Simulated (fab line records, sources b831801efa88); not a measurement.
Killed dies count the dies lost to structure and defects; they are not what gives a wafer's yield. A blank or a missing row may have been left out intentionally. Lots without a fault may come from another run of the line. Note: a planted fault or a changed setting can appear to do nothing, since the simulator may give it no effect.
What tool caused it? || flow sfq line || 42 wafers sampled from 14 lots at 1 step of a route of 325

## WHAT THE GAUGES READ, wafer by wafer
No reading from a measuring or inspecting step in the record can be judged against a usual standard deviation.

## WHICH TOOL RAN EACH LOT (tool, then ch and the chambers of the sampled wafers, then the start)
{"lot": "L726", "SFQ_TRILAYER_M0_BARC_OPEN_METAL_ETCH_031": "rie metal-01 ch 0,1, day 8 12:29"}
{"lot": "L727", "SFQ_TRILAYER_M0_BARC_OPEN_METAL_ETCH_031": "rie metal-02 ch 0,1, day 8 13:41"}
{"lot": "L729", "SFQ_TRILAYER_M0_BARC_OPEN_METAL_ETCH_031": "rie metal-02 ch 0,1, day 9 04:05"}
{"lot": "L730", "SFQ_TRILAYER_M0_BARC_OPEN_METAL_ETCH_031": "rie metal-01 ch 0,1, day 9 08:41"}
{"lot": "L731", "SFQ_TRILAYER_M0_BARC_OPEN_METAL_ETCH_031": "rie metal-03 ch 0,1, day 9 14:41"}
{"lot": "L732", "SFQ_TRILAYER_M0_BARC_OPEN_METAL_ETCH_031": "rie metal-01 ch 0,1, day 10 01:29"}
{"lot": "L733", "SFQ_TRILAYER_M0_BARC_OPEN_METAL_ETCH_031": "rie metal-03 ch 0,1, day 11 00:34"}
{"lot": "L734", "SFQ_TRILAYER_M0_BARC_OPEN_METAL_ETCH_031": "rie metal-01 ch 0,1, day 14 14:52"}
{"lot": "L737", "SFQ_TRILAYER_M0_BARC_OPEN_METAL_ETCH_031": "rie metal-01 ch 0,1, day 15 16:02"}
{"lot": "L742", "SFQ_TRILAYER_M0_BARC_OPEN_METAL_ETCH_031": "rie metal-02 ch 0,1, day 17 05:13"}
{"lot": "L743", "SFQ_TRILAYER_M0_BARC_OPEN_METAL_ETCH_031": "rie metal-02 ch 0,1, day 17 18:19"}
{"lot": "L744", "SFQ_TRILAYER_M0_BARC_OPEN_METAL_ETCH_031": "rie metal-02 ch 0,1, day 17 23:07"}
{"lot": "L746", "SFQ_TRILAYER_M0_BARC_OPEN_METAL_ETCH_031": "rie metal-01 ch 0,1, day 19 01:56"}
{"lot": "L748", "SFQ_TRILAYER_M0_BARC_OPEN_METAL_ETCH_031": "rie metal-01 ch 0,1, day 19 12:44"}
- SFQ_TRILAYER_M0_BARC_OPEN_METAL_ETCH_031: etches BARC in O2, target depth 125 nm, time 41.7 s.

## AS READ BY THE TOOLS THEMSELVES (means over the sampled wafers that have a number; for cases with no such wafer, the mark the record gives instead)
SFQ_TRILAYER_M0_BARC_OPEN_METAL_ETCH_031.
{"lot": "L726", "tool": "rie metal-01", "bias w (W)": 80.09, "drypump motor current A (A)": 6.24, "oes product au (a.u.)": 0.687, "rf fwd power W (W)": 593}
{"lot": "L727", "tool": "rie metal-02", "bias w (W)": 79.64, "drypump motor current A (A)": 5.72, "oes product au (a.u.)": 0.683, "rf fwd power W (W)": 593}
{"lot": "L729", "tool": "rie metal-02", "bias w (W)": 79.83, "drypump motor current A (A)": 5.71, "oes product au (a.u.)": 0.685, "rf fwd power W (W)": 593}
{"lot": "L730", "tool": "rie metal-01", "bias w (W)": 80.04, "drypump motor current A (A)": 6.24, "oes product au (a.u.)": 0.684, "rf fwd power W (W)": 593}
{"lot": "L731", "tool": "rie metal-03", "bias w (W)": 79.98, "drypump motor current A (A)": 5.92, "oes product au (a.u.)": 0.685, "rf fwd power W (W)": 593}
{"lot": "L732", "tool": "rie metal-01", "bias w (W)": 79.92, "drypump motor current A (A)": 6.19, "oes product au (a.u.)": 0.684, "rf fwd power W (W)": 592}
{"lot": "L733", "tool": "rie metal-03", "bias w (W)": 79.90, "drypump motor current A (A)": 5.94, "oes product au (a.u.)": 0.680, "rf fwd power W (W)": 595}
{"lot": "L734", "tool": "rie metal-01", "bias w (W)": 79.87, "drypump motor current A (A)": 6.26, "oes product au (a.u.)": 0.684, "rf fwd power W (W)": 590}
{"lot": "L737", "tool": "rie metal-01", "bias w (W)": 79.86, "drypump motor current A (A)": 6.19, "oes product au (a.u.)": 0.683, "rf fwd power W (W)": 591}
{"lot": "L742", "tool": "rie metal-02", "bias w (W)": 79.71, "drypump motor current A (A)": 5.68, "oes product au (a.u.)": 0.682, "rf fwd power W (W)": 592}
{"lot": "L743", "tool": "rie metal-02", "bias w (W)": 81.14, "drypump motor current A (A)": 5.73, "oes product au (a.u.)": 0.681, "rf fwd power W (W)": 591}
{"lot": "L744", "tool": "rie metal-02", "bias w (W)": 80.98, "drypump motor current A (A)": 5.71, "oes product au (a.u.)": 0.682, "rf fwd power W (W)": 590}
{"lot": "L746", "tool": "rie metal-01", "bias w (W)": 80.18, "drypump motor current A (A)": 6.22, "oes product au (a.u.)": 0.686, "rf fwd power W (W)": 592}
{"lot": "L748", "tool": "rie metal-01", "bias w (W)": 80.26, "drypump motor current A (A)": 6.17, "oes product au (a.u.)": 0.681, "rf fwd power W (W)": 592}

## THE ANSWER, worked out from the rows above alone
Rule: what is usual is taken from the lots themselves. Put in order of their means at a reading, lots are off if they are a third of the lots or fewer, leave a main group of 4 or more, and stand apart from it by a gap of 3 or more times the standard deviation of the main group's means; of several such gaps the widest counts. A main group is skipped when, at the precision printed for the reading in the tables above, its means are all equal. Also off: a lot with no number at a reading for which 4 or more lots have one. The other lots that the step has rows for count as sound. The gauges are gone through in route order, then the tools' own readings, and for those a lot's mean is taken as printed above. The first step at which some lot is off is used, and at that step the reading that is off furthest; a lot without a number counts as furthest.
Off: L743, L744, at SFQ_TRILAYER_M0_BARC_OPEN_METAL_ETCH_031 (bias w). Main group: mean 79.94 W, sd 0.17.
A tool fits if, at that step or a process step before it, it ran every lot that is off, and no sound lot after the first of them. One candidate fits, namely rie metal-02 at SFQ_TRILAYER_M0_BARC_OPEN_METAL_ETCH_031. Its last sound lot is L742 (day 17 05:13), its first lot that is off L743 (day 17 18:19): a fault that began between those two fits.
The tool's own readings at SFQ_TRILAYER_M0_BARC_OPEN_METAL_ETCH_031 bear it out: on the lots that are off they differ by more than 5 times the standard deviation of the sound lots' means. bias w reads 81.06 W there against 79.94 W on the sound lots.

## WHAT THE SIMULATOR HAD INSERTED
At SFQ_TRILAYER_M0_BARC_OPEN_METAL_ETCH_031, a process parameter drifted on rie metal-02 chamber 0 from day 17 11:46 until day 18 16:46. Setting bias w, moved by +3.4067, from 80. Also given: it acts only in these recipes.
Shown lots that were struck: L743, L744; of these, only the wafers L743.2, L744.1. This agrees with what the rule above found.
